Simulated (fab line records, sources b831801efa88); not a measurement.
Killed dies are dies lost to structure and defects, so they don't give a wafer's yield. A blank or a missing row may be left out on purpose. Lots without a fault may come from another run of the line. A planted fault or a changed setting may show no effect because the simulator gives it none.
A struck lot beside a sound one | flow sfq_line | 21 steps out of a route of 325
Sound: wafers L805.1, L805.4, L805.6. Struck: wafers L819.2, L819.4, L819.5. The cause comes at the end.
At each step with rows: each side's tool, then ch and its chambers, then its first start. Under that, the readings that differ: sound wafers | struck wafers | difference of the means | sigmas: that difference in standard deviations of wafers without a fault.
alike: readings whose means differ by less than 2 such deviations, and words and numbers that are the same on both sides. not compared: withheld readings, readings that some wafer has no value for, bounds like >300 that may hide the same value, and numbers for which the record gives no deviation and whose values overlap.
The two part at a step that has a row with sigmas, a row that says differs or no value, or rows on one side only. Numbers that don't overlap but have no deviation are shown without sigmas and don't part them. A reading that every wafer of one side lacks parts them only if that side has two wafers or more.

first, 2 steps without rows for these wafers: SFQ_TRILAYER_M3_LITHO_PEB_078 (peb time 60 s); SFQ_TRILAYER_M3_LITHO_DEVELOP_077 (time 60 s).
SFQ_M3_OVL_MEAS_921:
  sound on overlay-01, day 30 11:22; struck on overlay-01, day 37 00:26
  reading     | sound   | struck    | difference | sigmas
  M3_OVL (nm) | 4 18 12 | -9 -5 -14 | -21        | -3
SFQ_TRILAYER_M3_BARC_OPEN_METAL_ETCH_100: etches BARC in O2, target depth 125 nm, time 41.7 s.
  sound on rie_metal-04 ch 1, day 30 11:24; struck on rie_metal-02 ch 0, day 37 00:28
  alike: chamber_pressure_mTorr, drypump_motor_current_A, oes_product_au
  not compared: rf_hours_counter_h
then, 1 step without rows for these wafers: SFQ_TRILAYER_M3_ETCH_METAL_ETCH_078 (etches Nb in Cl2/Ar, stops on SiO2, target depth 240 nm, time 120 s).
SFQ_TRILAYER_M3_STRIP_STRIP_079: strips in O2.
  sound on rie_metal-04 ch 1, day 30 11:35; struck on rie_metal-02 ch 0, day 37 00:39
  alike: chamber_pressure_mTorr, drypump_motor_current_A, oes_product_au
  not compared: rf_hours_counter_h
then, 1 step without rows for these wafers: SFQ_TRILAYER_M3_STRIP_SOLV_CLEAN_080 (cleans in NMP, time 600 s).
SFQ_TRILAYER_I3_DEP_PECVD_081: deposits SiO2 from SiH4/N2O, time 111.11 s, target thk 500 nm.
  sound on pecvd-02 ch 0,1,2, day 30 12:22; struck on pecvd-04 ch 0,1,2, day 37 01:26
  alike: heater_power_w, susceptor_temp_C, throttle_valve_pct
then, 1 step without rows for these wafers: SFQ_TRILAYER_I3_CMP_CMP_082 (polishes SiO2).
SFQ_I3_BOW_MEAS_922:
  sound on film_metro-04, day 31 07:20; struck on film_metro-01, day 38 04:21
  alike: I3_BOW
SFQ_TRILAYER_I3_METRO_MEASURE_083:
  sound on film_metro-04, day 31 07:27; struck on film_metro-01, day 38 04:39
  alike: thk_nm
then, 1 step without rows for these wafers: SFQ_TRILAYER_I3_VIA_LITHO_COAT_090 (resist thk 62 nm).
SFQ_TRILAYER_I3_VIA_LITHO_COAT_085: resist thk 650 nm.
  sound on litho_track-04 ch 0, day 31 09:06; struck on litho_track-04 ch 0, day 38 06:00
  reading                                                 | sound                | struck               | difference | sigmas
  spin_speed_rpm (rpm)                                    | 2997.6 3000.3 2998.8 | 2731.4 2732.7 2733.1 | -266.5     | -99 or more
  model.KrF_of_TRILAYER_I3_VIA_LITHO_COAT_085.thk_nm (nm) | 648.7 651.1 650.4    | 683.6 683 680.9      | +32.4      |
then, 4 steps without rows for these wafers: SFQ_TRILAYER_I3_VIA_LITHO_SOFTBAKE_089; SFQ_TRILAYER_I3_VIA_LITHO_EXPOSE_086 (exposes mask I3, target cd 500 nm); SFQ_TRILAYER_I3_VIA_LITHO_PEB_088 (peb time 60 s); SFQ_TRILAYER_I3_VIA_LITHO_DEVELOP_087 (time 60 s).
-- the record jumps here: 2 days lie between the struck wafers' starts before and after --
SFQ_I3_OVL_MEAS_923:
  sound on overlay-01, day 34 00:38; struck on overlay-02, day 40 17:28
  alike: I3_OVL
then, 1 step without rows for these wafers: SFQ_TRILAYER_I3_VIA_BARC_OPEN_VIA_ETCH_121 (etches BARC in O2, target depth 125 nm, time 41.7 s).
SFQ_TRILAYER_I3_VIA_ETCH_VIA_ETCH_088: etches SiO2 in CHF3, stops on Nb, target depth 260 nm.
  sound on rie_diel-02 ch 2,3, day 34 00:43; struck on rie_diel-02 ch 0,1,2, day 40 17:32
  reading                                                 | sound             | struck            | difference | sigmas
  oes_product_au (a.u.)                                   | 0.838 0.851 0.851 | 0.860 0.853 0.860 | +0.011     | +2
  model.KrF_of_TRILAYER_I3_VIA_LITHO_COAT_085.thk_nm (nm) | 529.5 529.4 531.1 | 564.7 562.2 557.1 | +31.3      |
  alike: chamber_pressure_mTorr, drypump_motor_current_A
SFQ_TRILAYER_I3_VIA_STRIP_STRIP_089: strips in O2.
  sound on rie_metal-01 ch 0,1, day 34 00:49; struck on rie_metal-01 ch 0,1, day 40 17:39
  alike: chamber_pressure_mTorr, drypump_motor_current_A, oes_product_au
  not compared: rf_hours_counter_h

WHERE THEY PART
First at SFQ_M3_OVL_MEAS_921; last, within this record, at SFQ_TRILAYER_I3_VIA_ETCH_VIA_ETCH_088. Later steps at which nothing parts them and some readings are alike: SFQ_TRILAYER_I3_VIA_STRIP_STRIP_089.

WHY: what the simulator had put in
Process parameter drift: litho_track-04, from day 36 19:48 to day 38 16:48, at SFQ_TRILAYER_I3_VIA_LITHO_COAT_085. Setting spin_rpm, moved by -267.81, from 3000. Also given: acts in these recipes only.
